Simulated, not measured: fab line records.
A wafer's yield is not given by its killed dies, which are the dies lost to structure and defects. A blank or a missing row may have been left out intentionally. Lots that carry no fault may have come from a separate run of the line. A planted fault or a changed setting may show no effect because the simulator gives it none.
A lot that was struck, set against a sound lot	flow sky130	23 out of 708 route steps
Sound: the wafers L625.2, L625.3, L625.4. Struck: wafers L638.1, L638.2, L638.3. The cause is named last.
For every step that has rows: the tool of each side, followed by ch and its chambers, followed by its first start. Under that, the readings that differ: sound wafers	struck wafers	difference of the means	sigmas: that difference in standard deviations of wafers without a fault.
alike: readings whose means differ by less than 2 such deviations, and words and numbers that are the same on both sides. not compared: withheld readings, readings that some wafer has no value for, bounds like >300 that may hide the same value, and numbers for which the record gives no deviation and whose values overlap.
The two part at a step that has a row with sigmas, a row that says differs or no value, or rows on one side only. When numbers do not overlap yet have no deviation, they are printed without sigmas and do not part them. A reading missing from all wafers of one side parts the sides only when that side holds two or more wafers.

first, 2 steps without rows for these wafers: SKY_POLY_GATE_CLEAN_19 (cleans in SC1/SC2, time 150 s); SKY_POLY_GATE_OXIDATION_20 (stabilise 600 s, purge 300 s, target thk 4 nm).
SKY_POLY_GATE_THK_MEAS_21:
  sound: filmMetro-03 at day 17 10:34; struck: filmMetro-02 at day 21 20:16
  alike: POLY_GATE_OXIDATION_THK
SKY_POLY_GATE_CD_MEAS_22:
  sound: cdSem-02 at day 17 10:38; struck: cdSem-01 at day 21 20:20
  alike: cdNm
then, 7 steps without rows for these wafers: SKY_LDD_N_DEHYDRATE_00 (time 60 s); SKY_LDD_N_HMDS_01 (prime time 60 s); SKY_LDD_N_COAT_02 (resist thk 300 nm); SKY_LDD_N_SOFTBAKE_03 (time 60 s); SKY_LDD_N_EXPOSE_04 (exposes mask NTM, target cd 840 nm); SKY_LDD_N_PEB_05; SKY_LDD_N_DEVELOP_06 (develop time 60 s).
SKY_LDD_N_OVL_MEAS_07:
  sound: overlay-01 at day 18 16:43; struck: overlay-02 at day 23 03:28
  alike: LDD_N_OVL
SKY_LDD_N_IMPLANT_08:
  sound on implanter-01 ch 0, day 18 16:46; struck on implanter-01 ch 0, day 23 03:30
reading	sound	struck	difference	sigmas
beamOnS (s)	9.95 9.79 9.92	11.99 12.48 12.49	+2.43	+14
endStationPressureTorr (Torr)	5.14e-06 5.21e-06 5.47e-06	0.00011029 0.0001066 0.00011308	+0.00010472	+99 or more
faradayCurrentUA	424 429 427	358 341 340	-80	-11
then, 7 steps without rows for these wafers: SKY_LDD_N_IMPLANT_09; SKY_LDD_N_IMPLANT_10; SKY_LDD_N_IMPLANT_11; SKY_LDD_N_IMPLANT_12; SKY_LDD_N_IMPLANT_13; SKY_LDD_N_IMPLANT_14; SKY_LDD_N_IMPLANT_15.
SKY_LDD_N_STRIP_16: strips in O2/N2.
  sound on plasmaAsher-04 ch 0,1, day 18 17:57; struck on plasmaAsher-04 ch 0,1, day 23 04:42
reading	sound	struck	difference	sigmas
stripTimeToEndpointS (s)	4.337 4.335 4.347	4.366 4.392 4.363	+0.034	+2
  alike: drypumpMotorCurrentA, oesProductAu
  not compared: rfHoursCounterH
SKY_LDD_N_TW_MEAS_17:
  sound: filmMetro-01 at day 18 18:04; struck: filmMetro-03 at day 23 04:48
reading	sound	struck	difference	sigmas
LDD_N_TW	2603 2601 2593	2645 2635 2642	+42	+3
-- a jump in the record: the struck wafers' starts before and after are 26 days apart (it breaks off in module LDD_N and resumes in module PAD_OPEN, where the first step shown is number 708 of the route) --
SKY_PAD_OPEN_PROBE_99:
  only the struck wafers here have rows in the record (prober-02, day 49 07:23); the sound ones have none

WHERE THEY PART
First at SKY_LDD_N_IMPLANT_08; last, within this record, at SKY_PAD_OPEN_PROBE_99.

WHY: what had been put in by the simulator
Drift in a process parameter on implanter-01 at SKY_LDD_N_IMPLANT_08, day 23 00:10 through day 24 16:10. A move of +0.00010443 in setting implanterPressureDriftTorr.
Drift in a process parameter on implanter-01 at SKY_LDD_N_IMPLANT_08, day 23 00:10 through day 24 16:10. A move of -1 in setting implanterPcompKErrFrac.
